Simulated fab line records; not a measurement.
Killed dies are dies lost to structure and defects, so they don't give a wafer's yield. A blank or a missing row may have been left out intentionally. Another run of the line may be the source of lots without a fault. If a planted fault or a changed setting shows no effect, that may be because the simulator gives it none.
Code-filled problem report in 8D (eight disciplines) form	flow sky130	the parts of the form that need people (team, actions taken, sign-off) are left out

1. WHAT WENT WRONG
SPACER_CVD_00_THK at SKY_SPACER_THK_MEAS_01 reads a mean of 31.4 nm on 3 wafers of 1 lot; wafers without a fault read 43.0 nm with a standard deviation of 0.47. That is -25 standard deviations from the usual mean.
Earliest sighting: wafer L590.1 on filmMetro-04 at day 26 07:28. The record holds 30 wafers of 10 lots with a number at this step. The rule behind "out" and "out of limits": a value lying over 4 standard deviations away from the usual mean. Any other wafer with a number is counted as sound.

2. WHAT IT IS AND WHAT IT IS NOT
question	is	is not
which readings at this step	SPACER_CVD_00_THK	-
which lots	L590	L581, L582, L583, L584, L586, L599, L601, L602, L603
which wafers of those lots	all that have a number	-
read on which gauges	filmMetro-04	filmMetro-02
when	from day 26 07:28	up to then (15 sound wafers); but 12 sound wafers of L599, L601, L602, L603 came after

3. WHAT RULES OUT EACH SUSPECT
Counting: a tool at a process step up to the reading stays a suspect if it ran every lot that is out and no sound lot after the first of them.
- the gauge at SKY_SPACER_THK_MEAS_01 has been ruled out. All the wafers that are out were read on filmMetro-04, but those of them that SKY_SPACER_CVD_00 has rows for are out there too, on other tools.
- plasmaAsher-01 at SKY_SONOS_ONO_STRIP_17 (strips in O2/N2): kept. It ran the lot that is out, L590 (day 15 14:56), and no sound lot after that; its last sound lot up to then is L583 (day 13 07:44).
- lpcvd-02 at SKY_SPACER_CVD_00 (deposits Si3N4 from DCS/NH3, target thk 43.1 nm, time 740 s): ruled out as a lasting fault. Following L590 (day 26 06:16), the first lot on it that is out, the sound lots L599, L601, L602, L603 were run on it.
After counting, what remains is plasmaAsher-01 at SKY_SONOS_ONO_STRIP_17.

4. THE CAUSE (what the simulator had put in)
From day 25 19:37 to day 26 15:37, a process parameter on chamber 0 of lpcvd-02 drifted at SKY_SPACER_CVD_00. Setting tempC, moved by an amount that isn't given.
It was ruled out by counting, in error; the rule expects a fault to strike all lots run on its tool from its start on, and this fault did not.

5. SEQUENCE OF EFFECTS, ordered by route
One row per reading whose mean, taken over the struck wafers that have a number, lies over 3 standard deviations from the usual. Scope: only readings with a usual standard deviation given in the record; hours: median across lots of the time from each lot's start at the first step in this table that gives one to its start at this step; sigmas: change in usual standard deviations.
hours	step	reading	usual	on struck wafers	change	sigmas
0	SKY_SPACER_CVD_00	spikeTcBottomC	790.2 C	773.7	-16.5	-8.3
0	SKY_SPACER_CVD_00	spikeTcCentreC	769.4 C	752.6	-16.8	-15
0	SKY_SPACER_CVD_00	spikeTcLowerC	769.5 C	753.9	-15.6	-14
0	SKY_SPACER_CVD_00	spikeTcTopC	783 C	771	-12	-3.5
0	SKY_SPACER_CVD_00	spikeTcUpperC	771.1 C	754.9	-16.2	-9.5
0	SKY_SPACER_CVD_00	susceptorTempC	770.0 C	754.3	-15.7	-51
1	SKY_SPACER_THK_MEAS_01	SPACER_CVD_00_THK	43.0 nm	31.4	-11.6	-25
1	SKY_SPACER_ETCHBACK_02	oesProductAu	0.853 a.u.	0.723	-0.130	-18
Here are the process steps it includes:
- SKY_SPACER_CVD_00: deposits Si3N4 from DCS/NH3, target thk 43.1 nm, time 740 s.
- SKY_SPACER_ETCHBACK_02: etches Si3N4 in CH3F/O2, stops on SiO2, time 46.7 s, target depth 45 nm.

6. HOW IT WOULD HAVE BEEN CAUGHT EARLIER
The first out-of-limits reading at a measuring or inspecting step in this record came at day 26 07:28, 12 hours after the fault's start at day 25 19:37.
The tool's own readings at SKY_SPACER_CVD_00 were out on every struck wafer that the step has a row for (spikeTcBottomC, spikeTcCentreC, spikeTcLowerC, spikeTcUpperC, susceptorTempC): an alarm limit on them would have fired on the first of those.
